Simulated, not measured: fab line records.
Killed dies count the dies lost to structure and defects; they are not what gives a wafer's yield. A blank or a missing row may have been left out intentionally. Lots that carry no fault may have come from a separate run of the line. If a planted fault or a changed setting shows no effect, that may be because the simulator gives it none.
Split-lot experiment :: flow gf180mcu :: 23 wafers read from 5 lots, route of 602 steps

THE SPLIT ITSELF
At GF_PSD_IMPLANT_09, the setting dose cm2 was moved away from the recipe's 1.5e+15 on 9 of the 23 wafers read, by -13.5% to +8.7%. The other wafers ran this setting at the recipe's value.

FROM THE SPLIT TO THE READING: what the file shows between them, 4 steps
- GF_PSD_STRIP_10: strips in O2/N2
- GF_PSD_TW_MEAS_11
- GF_PSD_CLEAN_12: cleans in SC1/SC2, time 150 s
- GF_PSD_RTA_13: time 20 s

THE READING
PSD_RS, in ohm/sq, at GF_PSD_RS_MEAS_15 (measures by four-point-probe). A value of 108.57 ohm/sq with a standard deviation of 0.21 ohm/sq is what fault-free wafers of this fab line usually give.

wafer: L075.2
tool, chamber at the split: implanter-02, 0
dose cm2 as run: 1.569e+15
against the recipe: +4.6%
PSD_RS, ohm/sq: 107.54
against lot-mates on the recipe: -1.36

wafer: L075.3
tool, chamber at the split: implanter-02, 0
dose cm2 as run: 1.5e+15
against the recipe: recipe
PSD_RS, ohm/sq: 109.02
against lot-mates on the recipe: -

wafer: L075.4
tool, chamber at the split: implanter-02, 0
dose cm2 as run: 1.569e+15
against the recipe: +4.6%
PSD_RS, ohm/sq: 107.53
against lot-mates on the recipe: -1.37

wafer: L075.5
tool, chamber at the split: implanter-02, 0
dose cm2 as run: 1.5e+15
against the recipe: recipe
PSD_RS, ohm/sq: 108.78
against lot-mates on the recipe: -

wafer: L075.6
tool, chamber at the split: implanter-02, 0
dose cm2 as run: 1.569e+15
against the recipe: +4.6%
PSD_RS, ohm/sq: 107.58
against lot-mates on the recipe: -1.32

wafer: L077.1
tool, chamber at the split: implanter-03, 0
dose cm2 as run: 1.63e+15
against the recipe: +8.7%
PSD_RS, ohm/sq: 106.76
against lot-mates on the recipe: -1.80

wafer: L077.2
tool, chamber at the split: implanter-03, 0
dose cm2 as run: 1.63e+15
against the recipe: +8.7%
PSD_RS, ohm/sq: 106.72
against lot-mates on the recipe: -1.84

wafer: L077.4
tool, chamber at the split: implanter-03, 0
dose cm2 as run: 1.5e+15
against the recipe: recipe
PSD_RS, ohm/sq: 108.57
against lot-mates on the recipe: -

wafer: L077.5
tool, chamber at the split: implanter-03, 0
dose cm2 as run: 1.5e+15
against the recipe: recipe
PSD_RS, ohm/sq: 108.47
against lot-mates on the recipe: -

wafer: L077.6
tool, chamber at the split: implanter-03, 0
dose cm2 as run: 1.5e+15
against the recipe: recipe
PSD_RS, ohm/sq: 108.65
against lot-mates on the recipe: -

wafer: L080.2
tool, chamber at the split: implanter-03, 0
dose cm2 as run: 1.5e+15
against the recipe: recipe
PSD_RS, ohm/sq: 108.50
against lot-mates on the recipe: -

wafer: L080.3
tool, chamber at the split: implanter-03, 0
dose cm2 as run: 1.5e+15
against the recipe: recipe
PSD_RS, ohm/sq: 108.48
against lot-mates on the recipe: -

wafer: L080.6
tool, chamber at the split: implanter-03, 0
dose cm2 as run: 1.5e+15
against the recipe: recipe
PSD_RS, ohm/sq: 108.49
against lot-mates on the recipe: -

wafer: L084.1
tool, chamber at the split: implanter-04, 0
dose cm2 as run: 1.298e+15
against the recipe: -13.5%
PSD_RS, ohm/sq: 115.26
against lot-mates on the recipe: +6.62

wafer: L084.2
tool, chamber at the split: implanter-04, 0
dose cm2 as run: 1.5e+15
against the recipe: recipe
PSD_RS, ohm/sq: 108.80
against lot-mates on the recipe: -

wafer: L084.3
tool, chamber at the split: implanter-04, 0
dose cm2 as run: 1.5e+15
against the recipe: recipe
PSD_RS, ohm/sq: 108.57
against lot-mates on the recipe: -

wafer: L084.5
tool, chamber at the split: implanter-04, 0
dose cm2 as run: 1.298e+15
against the recipe: -13.5%
PSD_RS, ohm/sq: 115.54
against lot-mates on the recipe: +6.90

wafer: L084.6
tool, chamber at the split: implanter-04, 0
dose cm2 as run: 1.5e+15
against the recipe: recipe
PSD_RS, ohm/sq: 108.55
against lot-mates on the recipe: -

wafer: L085.1
tool, chamber at the split: implanter-03, 0
dose cm2 as run: 1.422e+15
against the recipe: -5.2%
PSD_RS, ohm/sq: 110.22
against lot-mates on the recipe: +1.55

wafer: L085.2
tool, chamber at the split: implanter-03, 0
dose cm2 as run: 1.5e+15
against the recipe: recipe
PSD_RS, ohm/sq: 108.80
against lot-mates on the recipe: -

wafer: L085.3
tool, chamber at the split: implanter-03, 0
dose cm2 as run: 1.5e+15
against the recipe: recipe
PSD_RS, ohm/sq: 108.42
against lot-mates on the recipe: -

wafer: L085.4
tool, chamber at the split: implanter-03, 0
dose cm2 as run: 1.422e+15
against the recipe: -5.2%
PSD_RS, ohm/sq: 110.14
against lot-mates on the recipe: +1.47

wafer: L085.5
tool, chamber at the split: implanter-03, 0
dose cm2 as run: 1.5e+15
against the recipe: recipe
PSD_RS, ohm/sq: 108.80
against lot-mates on the recipe: -

FIT RESULTS
A straight line over all 23 wafers: PSD_RS changes by -0.387 ohm/sq for each +1% of dose cm2; r = -0.95; the points scatter about the line by 0.66 ohm/sq.
The same after taking each lot's own level away (the mean of its wafers on the recipe; 23 wafers): -0.391 ohm/sq for each +1%; r = -0.96; scatter 0.65 ohm/sq.
On that fit, the largest move of dose cm2 shifts the reading by 5.3 ohm/sq.
Measured against the standard deviation above, the lots' own levels, which go from 108.490 to 108.900 ohm/sq, span 2.0 times it.
The two slopes are in agreement: the lot-to-lot level therefore moves the slope only a little.
Check: +5.03 ohm/sq against its lot-mates is what the line predicts for one of the wafers moved furthest among these (-13.5%) when that wafer is left out of the fit. It came out at +6.62 ohm/sq against them.

OTHER SPLITS APPLIED TO THESE WAFERS
Other splits were also applied to these wafers ahead of the reading. Each is held against what the fit with the lots' levels taken away leaves over:
other split on the same wafers: GF_NSD_DEVELOP_06 dev temp c
wafers away from the commonest value: 10
r with PSD_RS (lot level and that fit taken away): +0.41

other split on the same wafers: GF_PSD_EXPOSE_04 dose mj
wafers away from the commonest value: 8
r with PSD_RS (lot level and that fit taken away): -0.09

THE WHOLE CHAIN: every reading that the file lists as answering this split, in the file's order
step: GF_PSD_STRIP_10
what it does: strips in O2/N2
reading: strip time to endpoint s
change (the file's fit): withheld for each +1% of the setting
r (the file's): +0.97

step: GF_PSD_TW_MEAS_11
what it does: 
reading: PSD_TW
change (the file's fit): +6.22 for each +1% of the setting
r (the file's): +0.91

step: GF_PSD_RS_MEAS_15
what it does: measures by four-point-probe
reading: PSD_RS
change (the file's fit): -0.397 for each +1% of the setting
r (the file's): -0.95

THE FILE'S OWN FIT
PSD_RS changes by -0.397 ohm/sq for each +1% of dose cm2, r = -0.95.
